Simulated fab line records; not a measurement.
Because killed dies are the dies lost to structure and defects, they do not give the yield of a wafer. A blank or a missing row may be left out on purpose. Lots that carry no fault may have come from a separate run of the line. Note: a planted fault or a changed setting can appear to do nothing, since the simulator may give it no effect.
fab line records	flow sky130
[record] lots = 13	wafers = 39	last_day = 51
route steps=708 shown CAPM@538 METAL3@568 VIA3@585
lots that met no fault: taken from a fault-free run of the same line
start_h: the number of hours between the record's first day and the start of the first shown wafer of the lot	wait_h: hours elapsed since this lot's preceding step	" repeats the value in the row above	L1.1+2: a single row standing in for several wafers	- no value, or no start given	* or withheld: withheld	< > ~ a bound
route shown NAME@n: a module of which the file shows steps, and the number in the route of the first	usual: the fault-free wafers' mean and standard deviation	same: alike in all rows	chamber/n: place in a boat	sites: readings site by site	_std_site: standard deviation of those values	_edge_site: mean of outer sites minus mean of inner sites	radius_mm: how far each site lies from the wafer's centre	mask NAME#n: copy n	behind: the last tool/chamber to shape the wafer	hold: what put the lot on hold/how long, in hours/how the hold closed	device: whichever transistor did not switch (one of n, p or np)	end of line: the route-end tests of the same wafers	a step with no rows: only its recipe	killed: dies lost to structure and defects at the first sort, not the wafer's yield	map: shows each die of a wafer: x if killed, . if not, _ if none is there
set.NAME: the run value of the setting; set.NAME@STEP: its run value at that earlier step	model.NAME: the simulator's own value behind a step, which no gauge read
route steps across a sampled set of lots; one table per step, one row per wafer
services: the hour from which a tool's chamber was out of use, counted from the record's first day as start_h (under 0 if before that day), plus the number of hours and why
[[steps]]
[step SKY_CAPM_THK_MEAS_01]
[recipe] reads = SiO2_of_CAPM_CVD_00
[usual] CAPM_CVD_00_THK = 15.50/0.27
lot.wafer	tool	chamber	start_h	wait_h	CAPM_CVD_00_THK[nm]
L526.1	film_metro-02	-	891.54	-	15.23
L526.2	"	-	"	"	15.38
L526.4	"	-	"	"	15.13
L528.1	film_metro-01	-	909.94	-	15.43
L528.3	"	-	"	"	15.52
L528.6	"	-	"	"	15.71
L529.3	film_metro-01	-	912.99	-	15.77
L529.5	"	-	"	"	15.94
L529.6	"	-	"	"	16.08
L530.2	film_metro-03	-	921.99	-	15.88
L530.4	"	-	"	"	15.80
L530.5	"	-	"	"	16.14
L532.2	film_metro-02	-	937.70	-	15.34
L532.5	"	-	"	"	15.91
L532.6	"	-	"	"	15.42
L533.2	film_metro-02	-	941.77	-	15.29
L533.4	"	-	"	"	15.43
L533.6	"	-	"	"	15.30
L534.1	film_metro-03	-	944.96	-	15.48
L534.4	"	-	"	"	16.24
L534.6	"	-	"	"	15.65
L537.3	film_metro-01	-	967.03	-	15.44
L537.4	"	-	"	"	15.53
L537.6	"	-	"	"	15.50
L538.3	film_metro-01	-	971.54	-	15.00
L538.4	"	-	"	"	15.99
L538.5	"	-	"	"	15.35
L542.1	film_metro-03	-	995.56	-	15.13
L542.5	"	-	"	"	15.41
L542.6	"	-	"	"	15.51
L544.2	film_metro-01	-	1012.75	-	15.31
L544.3	"	-	"	"	15.65
L544.4	"	-	"	"	15.57
L545.1	film_metro-01	-	1016.66	-	15.44
L545.4	"	-	"	"	15.75
L545.5	"	-	"	"	16.01
L547.1	film_metro-02	-	1032.36	-	15.43
L547.3	"	-	"	"	15.20
L547.4	"	-	"	"	15.46
[step SKY_METAL3_METAL_ETCH_18]
[recipe] target_depth_a = 8450	stop_on = SiO2	over_etch_frac = 0.3	time_s = 183.1	chemistry = Cl2/BCl3	resist_sidewall_deg = 88	pressure_mtorr = 10	icp_w = 900	bias_w = 48.5	Cl2_flow_sccm = 60	bcl3_flow_sccm = 30
[usual] drypump_motor_current_A = 5.44/0.28	mfc_cl2_sccm = 59.99/0.18	oes_product_au = 0.863/0.0069	throttle_valve_pct = 22.264/0.0094
lot.wafer	tool	chamber	start_h	wait_h	drypump_motor_current_A	mfc_cl2_sccm	oes_product_au	rf_hours_counter_h	throttle_valve_pct
L526.1	rie_metal-03	1	943.68	0.0	5.60	59.99	0.861	3	22.266
L526.2	"	0	"	"	5.02	59.50	0.867	9	22.257
L526.4	"	1	"	"	5.62	59.76	0.859	-	22.266
L528.1	rie_metal-03	1	962.58	0.0	5.61	59.94	0.866	5	22.258
L528.3	"	1	"	"	5.64	59.76	0.862	-	22.276
L528.6	"	1	"	"	5.60	59.88	0.860	-	22.261
L529.3	rie_metal-01	0	964.20	0.1	5.69	59.85	0.855	-	22.265
L529.5	"	1	"	"	5.27	59.87	0.847	-	22.257
L529.6	"	0	"	"	5.73	60.11	0.854	-	22.260
L530.2	rie_metal-03	1	973.14	0.0	5.63	60.39	0.870	6	22.277
L530.4	"	0	"	"	5.02	60.04	0.873	-	22.263
L530.5	"	0	"	"	5.05	60.23	0.874	-	22.267
L532.2	rie_metal-02	0	988.09	0.0	5.21	59.96	0.867	9	22.275
L532.5	"	1	"	"	5.70	59.95	0.854	-	22.258
L532.6	"	0	"	"	5.22	59.70	0.872	-	22.278
L533.2	rie_metal-01	0	991.51	0.0	5.74	60.25	0.865	13	22.261
L533.4	"	1	"	"	5.27	59.96	0.858	-	22.264
L533.6	"	0	"	"	5.73	60.10	0.857	-	22.276
L534.1	rie_metal-03	0	993.81	0.0	5.03	59.87	0.862	13	22.270
L534.4	"	1	"	"	5.65	59.90	0.866	-	22.283
L534.6	"	0	"	"	5.04	59.86	0.863	-	22.249
L537.3	rie_metal-01	0	1015.83	0.1	5.74	59.87	0.854	-	22.264
L537.4	"	0	"	"	5.76	59.99	0.864	-	22.254
L537.6	"	0	"	"	5.73	60.06	0.869	-	22.247
L538.3	rie_metal-01	0	1021.46	0.1	5.75	59.86	0.866	-	22.263
L538.4	"	0	"	"	5.76	60.14	0.864	-	22.274
L538.5	"	0	"	"	5.73	59.94	0.868	-	22.285
L542.1	rie_metal-01	1	1042.54	0.0	5.27	59.74	0.871	1	22.255
L542.5	"	0	"	"	5.71	59.99	0.865	-	22.262
L542.6	"	1	"	"	5.27	59.93	0.866	-	22.276
L544.2	rie_metal-03	1	1060.08	0.0	5.65	60.30	0.867	10	22.262
L544.3	"	1	"	"	5.62	60.05	0.861	-	22.255
L544.4	"	0	"	"	5.04	60.01	0.860	-	22.272
L545.1	rie_metal-02	0	1063.59	0.0	5.23	59.94	0.864	14	22.262
L545.4	"	1	"	"	5.72	59.96	0.866	-	22.262
L545.5	"	0	"	"	5.21	60.03	0.864	-	22.262
L547.1	rie_metal-02	0	1078.07	0.0	5.22	60.27	0.864	15	22.278
L547.3	"	1	"	"	5.70	59.94	0.869	-	22.252
L547.4	"	0	"	"	5.23	60.15	0.859	-	22.254
[step SKY_METAL3_STRIP_19]
[recipe] chemistry = O2/N2	power_w = 1400	pressure_mtorr = 1500	platen_temp_c = withheld	o2_flow_sccm = 3000	n2_flow_sccm = 300	overash_fraction = 0.5
[usual] drypump_motor_current_A = 5.6/0.5	oes_product_au = 0.504/0.0065	strip_time_to_endpoint_s = 6.58/0.097
lot.wafer	tool	chamber	start_h	wait_h	drypump_motor_current_A	oes_product_au	rf_hours_counter_h	strip_time_to_endpoint_s
L526.1	plasma_asher-02	1	943.85	0.1	5.2	0.504	82	6.49
L526.2	"	0	"	"	5.2	0.508	82	6.58
L526.4	"	1	"	"	5.2	0.496	-	6.49
L528.1	plasma_asher-03	1	962.75	0.1	6.0	0.502	22	6.56
L528.3	"	1	"	"	6.1	0.497	-	6.55
L528.6	"	0	"	"	6.1	0.501	-	6.60
L529.3	plasma_asher-01	1	964.35	0.1	6.4	0.509	-	6.63
L529.5	"	1	"	"	6.3	0.514	-	6.64
L529.6	"	0	"	"	5.2	0.501	-	6.65
L530.2	plasma_asher-01	0	973.32	0.1	5.3	0.507	111	6.48
L530.4	"	0	"	"	5.2	0.507	-	6.58
L530.5	"	0	"	"	5.2	0.501	-	6.56
L532.2	plasma_asher-02	0	988.27	0.1	5.2	0.502	86	6.45
L532.5	"	1	"	"	5.2	0.500	-	6.53
L532.6	"	0	"	"	5.2	0.498	-	6.51
L533.2	plasma_asher-01	1	991.69	0.1	6.3	0.506	113	6.65
L533.4	"	0	"	"	5.2	0.511	-	6.69
L533.6	"	1	"	"	6.4	0.510	-	6.68
L534.1	plasma_asher-01	1	993.99	0.1	6.4	0.502	113	6.58
L534.4	"	1	"	"	6.3	0.502	-	6.57
L534.6	"	0	"	"	5.3	0.504	-	6.65
L537.3	plasma_asher-01	1	1016.10	0.2	6.4	0.509	-	6.75
L537.4	"	0	"	"	5.3	0.506	-	6.71
L537.6	"	0	"	"	5.3	0.504	-	6.71
L538.3	plasma_asher-01	0	1021.73	0.2	5.2	0.512	-	6.75
L538.4	"	1	"	"	6.4	0.503	-	6.78
L538.5	"	0	"	"	5.3	0.515	-	6.77
L542.1	plasma_asher-02	1	1042.72	0.1	5.2	0.541	92	7.42
L542.5	"	0	"	"	5.2	0.511	-	6.67
L542.6	"	1	"	"	5.2	0.541	-	7.42
L544.2	plasma_asher-03	0	1060.26	0.1	6.0	0.500	32	6.52
L544.3	"	1	"	"	6.1	0.509	-	6.56
L544.4	"	0	"	"	6.1	0.501	-	6.63
L545.1	plasma_asher-02	1	1063.77	0.1	5.2	0.499	94	6.39
L545.4	"	0	"	"	5.2	0.499	-	6.49
L545.5	"	1	"	"	5.2	0.497	-	6.38
L547.1	plasma_asher-01	1	1078.30	0.2	6.3	0.478	1	6.39
L547.3	"	0	"	"	5.2	0.491	-	6.47
L547.4	"	1	"	"	6.3	0.494	-	6.34
[step SKY_VIA3_CD_MEAS_12]
[recipe] target_cd_nm = 200
[usual] cd_nm = 199.4/1.5
lot.wafer	tool	chamber	start_h	wait_h	cd_nm
L526.1	cd_sem-02	-	969.33	-	199.1
L526.2	"	-	"	"	198.8
L526.4	"	-	"	"	199.2
L528.1	cd_sem-01	-	988.93	-	198.5
L528.3	"	-	"	"	198.5
L528.6	"	-	"	"	197.3
L529.3	cd_sem-01	-	990.17	-	199.6
L529.5	"	-	"	"	198.9
L529.6	"	-	"	"	200.4
L530.2	cd_sem-02	-	998.80	-	201.4
L530.4	"	-	"	"	201.4
L530.5	"	-	"	"	201.0
L532.2	cd_sem-01	-	1013.49	-	197.7
L532.5	"	-	"	"	198.4
L532.6	"	-	"	"	198.8
L533.2	cd_sem-02	-	1016.05	-	197.3
L533.4	"	-	"	"	197.1
L533.6	"	-	"	"	196.9
L534.1	cd_sem-02	-	1018.63	-	201.0
L534.4	"	-	"	"	200.1
L534.6	"	-	"	"	199.8
L537.3	cd_sem-02	-	1040.97	-	199.7
L537.4	"	-	"	"	199.4
L537.6	"	-	"	"	200.6
L538.3	cd_sem-02	-	1046.22	-	200.4
L538.4	"	-	"	"	199.8
L538.5	"	-	"	"	199.5
L542.1	cd_sem-01	-	1065.73	-	198.6
L542.5	"	-	"	"	198.0
L542.6	"	-	"	"	198.3
L544.2	cd_sem-01	-	1083.65	-	203.6
L544.3	"	-	"	"	201.9
L544.4	"	-	"	"	202.8
L545.1	cd_sem-01	-	1086.92	-	199.1
L545.4	"	-	"	"	197.2
L545.5	"	-	"	"	197.4
L547.1	cd_sem-02	-	1100.63	-	199.8
L547.3	"	-	"	"	199.1
L547.4	"	-	"	"	199.7
[step SKY_VIA3_ETCH_14]
[recipe] chemistry = N2/H2	target = BARC	ion_energy_ev = 200	source_w = 500	bias_w = 100	pressure_mtorr = 30	n2_flow_sccm = 100	h2_flow_sccm = 200	stop_on = SiO2	time_s = 45.9	target_depth_a = 600
[usual] drypump_motor_current_A = 5.9/0.36	oes_product_au = 0.855/0.0051	throttle_valve_pct = 13.224/0.0093
lot.wafer	tool	chamber	start_h	wait_h	drypump_motor_current_A	oes_product_au	rf_hours_counter_h	throttle_valve_pct
L526.1	rie_diel-01	3	969.49	0.0	5.6	0.858	17	13.217
L526.2	"	1	"	"	5.5	0.852	12	13.242
L526.4	"	0	"	"	6.7	0.857	7	13.231
L528.1	rie_diel-01	1	989.09	0.0	5.5	0.856	13	13.233
L528.3	"	3	"	"	5.6	0.854	18	13.253
L528.6	"	2	"	"	5.9	0.856	-	13.228
L529.3	rie_diel-03	0	990.29	0.0	5.8	0.851	7	13.210
L529.5	"	0	"	"	5.8	0.853	-	13.224
L529.6	"	1	"	"	5.3	0.855	-	13.224
L530.2	rie_diel-02	0	998.94	0.0	6.2	0.855	19	13.229
L530.4	"	2	"	"	6.2	0.849	29	13.229
L530.5	"	2	"	"	6.2	0.856	-	13.227
L532.2	rie_diel-01	0	1013.63	0.0	6.7	0.866	8	13.224
L532.5	"	2	"	"	5.9	0.864	-	13.232
L532.6	"	1	"	"	5.5	0.859	-	13.235
L533.2	rie_diel-01	0	1016.19	0.0	6.7	0.854	8	13.228
L533.4	"	1	"	"	5.5	0.862	14	13.213
L533.6	"	1	"	"	5.5	0.848	-	13.229
L534.1	rie_diel-03	0	1018.79	0.0	5.9	0.856	7	13.205
L534.4	"	1	"	"	5.3	0.853	2	13.223
L534.6	"	3	"	"	6.3	0.854	-	13.223
L537.3	rie_diel-02	2	1041.09	0.0	6.2	0.857	30	13.235
L537.4	"	1	"	"	5.5	0.859	10	13.225
L537.6	"	1	"	"	5.5	0.861	-	13.229
L538.3	rie_diel-01	2	1046.34	0.0	5.9	0.850	19	13.219
L538.4	"	1	"	"	5.5	0.851	15	13.212
L538.5	"	1	"	"	5.5	0.852	-	13.236
L542.1	rie_diel-01	3	1065.89	0.0	5.6	0.850	20	13.227
L542.5	"	3	"	"	5.6	0.841	-	13.213
L542.6	"	2	"	"	5.9	0.850	-	13.231
L544.2	rie_diel-01	1	1083.79	0.0	5.5	0.851	16	13.224
L544.3	"	2	"	"	5.9	0.855	20	13.218
L544.4	"	0	"	"	6.7	0.845	10	13.227
L545.1	rie_diel-03	3	1087.08	0.0	6.3	0.853	14	13.217
L545.4	"	1	"	"	5.3	0.863	4	13.234
L545.5	"	1	"	"	5.3	0.864	-	13.206
L547.1	rie_diel-01	3	1100.79	0.0	5.6	0.865	21	13.217
L547.3	"	1	"	"	5.5	0.866	17	13.232
L547.4	"	2	"	"	5.9	0.849	21	13.222
[[services]]
tool	chamber	start_h	hours	kind
rie_diel-01	3	920.05	29.3	repair
rie_diel-03	0	936.03	8.2	repair
rie_diel-01	0	937.33	6.2	repair
rie_diel-01	-	938.98	0.9	repair
rie_diel-03	-	965.00	2.8	pm
rie_metal-03	-	979.62	1.4	pm
rie_diel-01	0	980.83	11.2	repair
plasma_asher-02	-	981.48	2.8	pm
rie_diel-03	1	992.95	4.3	repair
plasma_asher-02	-	1000.12	1.1	repair
rie_metal-01	1	1008.79	-	clean
rie_metal-01	1	1008.79	21.6	scheduled_down
rie_diel-03	1	1029.67	5.6	repair
rie_diel-01	3	1040.19	5.2	repair
rie_metal-02	-	1041.54	0.5	repair
plasma_asher-01	-	1055.25	9.0	pm
plasma_asher-01	0	1055.25	9.0	vent_cycle
plasma_asher-01	1	1055.25	9.0	vent_cycle
rie_diel-02	-	1063.96	2.8	pm
plasma_asher-01	0	1064.25	-	clean
plasma_asher-01	1	1064.25	-	clean
rie_diel-01	0	1070.83	3.4	repair
rie_diel-02	2	1079.05	2.7	repair
plasma_asher-01	-	1084.03	2.5	repair
[[key]]
[first_sign] step = SKY_METAL3_STRIP_19	reading = strip_time_to_endpoint_s	direction = up	sigmas = 8.6	usual = *	struck = *
[effect] step = SKY_METAL3_STRIP_19	reading = oes_product_au	direction = up	sigmas = 5.7	usual = 0.504	struck = 0.541
met_at SKY_METAL3_METAL_ETCH_18
struck_lots L542
struck_wafers L542.1,L542.6
sort_left_out L542.1,L542.6
not_acting_at SKY_CAPM_THK_MEAS_01,SKY_VIA3_CD_MEAS_12,SKY_VIA3_ETCH_14
onset_between 991.51 1042.54
[fault] kind = process_parameter_drift	tool = rie_metal-01	chamber = 1	onset_h = 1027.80	steps = SKY_METAL3_METAL_ETCH_18	channel = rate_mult	offset = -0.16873	shape = step
// sort_left_out: the simulated sort isn't trusted on such a fault, so these wafers' sort isn't shown, and their yield isn't known
